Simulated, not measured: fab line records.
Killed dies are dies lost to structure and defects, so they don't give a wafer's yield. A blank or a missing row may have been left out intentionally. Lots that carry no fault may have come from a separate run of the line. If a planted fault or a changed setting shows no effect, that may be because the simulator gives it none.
Lot-split experiment ; flow sfqLine ; 5 lots, 23 wafers read, on a route of 325 steps

## THE SPLIT ITSELF
At SFQ_TRILAYER_I6_VIA_LITHO_COAT_169 (resist thk 650 nm), the setting resistThkNm was moved away from the recipe's 650 nm on 10 of the 23 wafers read, by -3.5% to +3.2%. The other wafers ran this setting at the recipe's value.

## FROM THE SPLIT TO THE READING: what the file shows between them, 3 steps
- SFQ_TRILAYER_I6_VIA_LITHO_SOFTBAKE_173
- SFQ_TRILAYER_I6_VIA_LITHO_EXPOSE_170: exposes mask I6, target cd 700 nm
- SFQ_TRILAYER_I6_VIA_LITHO_DEVELOP_171: time 60 s

## THE READING
KrF_of_TRILAYER_I6_VIA_LITHO_COAT_169.thkNm (the simulator's own value, which no gauge read), in nm, at SFQ_TRILAYER_I6_VIA_BARC_OPEN_VIA_ETCH_235 (etches BARC in O2, target depth 125 nm, time 41.7 s). There is no usual value for it anywhere in the file. The 13 wafers here that ran the recipe average 573.6 nm, standard deviation 2.2 nm.

wafer;tool, chamber at the split;resistThkNm as run, nm;against the recipe;KrF_of_TRILAYER_I6_VIA_LITHO_COAT_169.thkNm, nm;against lot-mates on the recipe
L077.1;lithoTrack-01, 0;650;recipe;572.4;-
L077.2;lithoTrack-01, 0;661.8;+1.8%;585.4;+13.8
L077.3;lithoTrack-01, 0;661.8;+1.8%;582.3;+10.6
L077.4;lithoTrack-01, 0;661.8;+1.8%;584.4;+12.8
L077.5;lithoTrack-01, 0;650;recipe;570.9;-
L078.1;lithoTrack-02, 0;668.7;+2.9%;590.4;+18.5
L078.2;lithoTrack-02, 0;650;recipe;572.9;-
L078.3;lithoTrack-02, 0;650;recipe;569.4;-
L078.4;lithoTrack-02, 0;650;recipe;573.5;-
L078.6;lithoTrack-02, 0;668.7;+2.9%;591.2;+19.3
L079.1;lithoTrack-02, 0;670.5;+3.2%;593.6;+19.7
L079.2;lithoTrack-02, 0;650;recipe;573.3;-
L079.3;lithoTrack-02, 0;650;recipe;574.1;-
L079.4;lithoTrack-02, 0;670.5;+3.2%;593.4;+19.5
L079.6;lithoTrack-02, 0;650;recipe;574.4;-
L081.1;lithoTrack-01, 0;627.4;-3.5%;550.2;-22.2
L081.2;lithoTrack-01, 0;627.4;-3.5%;552.5;-20.0
L081.4;lithoTrack-01, 0;650;recipe;571.6;-
L081.5;lithoTrack-01, 0;627.4;-3.5%;548.2;-24.2
L081.6;lithoTrack-01, 0;650;recipe;573.3;-
L085.3;lithoTrack-03, 0;650;recipe;577.6;-
L085.4;lithoTrack-03, 0;650;recipe;576;-
L085.6;lithoTrack-03, 0;650;recipe;577;-

THE FIT
A straight line over all 23 wafers: KrF_of_TRILAYER_I6_VIA_LITHO_COAT_169.thkNm changes by +6.39 nm for each +1% of resistThkNm; r = +0.99; the points scatter about the line by 2 nm.
The same after taking each lot's own level away (the mean of its wafers on the recipe; 23 wafers): +6.41 nm for each +1%; r = +1.00; scatter 1.2 nm.
On that fit, the largest move of resistThkNm shifts the reading by 22 nm.
The span of the lots' own levels, 571.65 to 576.87 nm, comes to 2.3 times the standard deviation stated above.
Consequently the slope shifts little with the lot-to-lot level, the two slopes agreeing.
Check: -22.2 nm against its lot-mates is what the line predicts for one of the wafers moved furthest among these (-3.5%) when that wafer is left out of the fit. Against them it came out at -22.2 nm.

## OTHER SPLITS ON THESE WAFERS
These wafers also went through other splits before the reading. Each is held against what the fit with the lots' levels taken away leaves over:
other split on the same wafers;wafers away from the commonest value;r with KrF_of_TRILAYER_I6_VIA_LITHO_COAT_169.thkNm (lot level and that fit taken away)
SFQ_TRILAYER_M5_LITHO_COAT_123 resistThkNm;6;-0.23
SFQ_TRILAYER_M5_ETCH_METAL_ETCH_126 timeS;10;+0.51
SFQ_TRILAYER_R5_DEP_SPUTTER_133 timeS;9;+0.38
SFQ_TRILAYER_R5_LITHO_COAT_141 spinRpm;5;-0.11
SFQ_TRILAYER_I5_LITHO_PEB_147 pebTempC;8;-0.21
SFQ_TRILAYER_I5_BARC_OPEN_VIA_ETCH_200 timeS;5;+0.05
SFQ_TRILAYER_C5_BARC_OPEN_VIA_ETCH_210 sourceW;10;+0.28
SFQ_TRILAYER_M6_LITHO_COAT_164 spinRpm;10;-0.13
SFQ_TRILAYER_I6_VIA_LITHO_COAT_174 spinRpm;5;+0.03

## THE WHOLE CHAIN: every reading that the file lists as answering this split, in the file's order
step;what it does;reading;change (the file's fit);r (the file's)
SFQ_TRILAYER_I6_VIA_LITHO_COAT_169;resist thk 650 nm;KrF_of_TRILAYER_I6_VIA_LITHO_COAT_169.thkNm (the simulator's own value, which no gauge read);+6.34 nm for each +1% of the setting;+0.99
SFQ_TRILAYER_I6_VIA_BARC_OPEN_VIA_ETCH_235;etches BARC in O2, target depth 125 nm, time 41.7 s;KrF_of_TRILAYER_I6_VIA_LITHO_COAT_169.thkNm (the simulator's own value, which no gauge read);+6.41 nm for each +1% of the setting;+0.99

## FILE'S OWN FIT
KrF_of_TRILAYER_I6_VIA_LITHO_COAT_169.thkNm changes by +6.41 nm for each +1% of resistThkNm, r = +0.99.
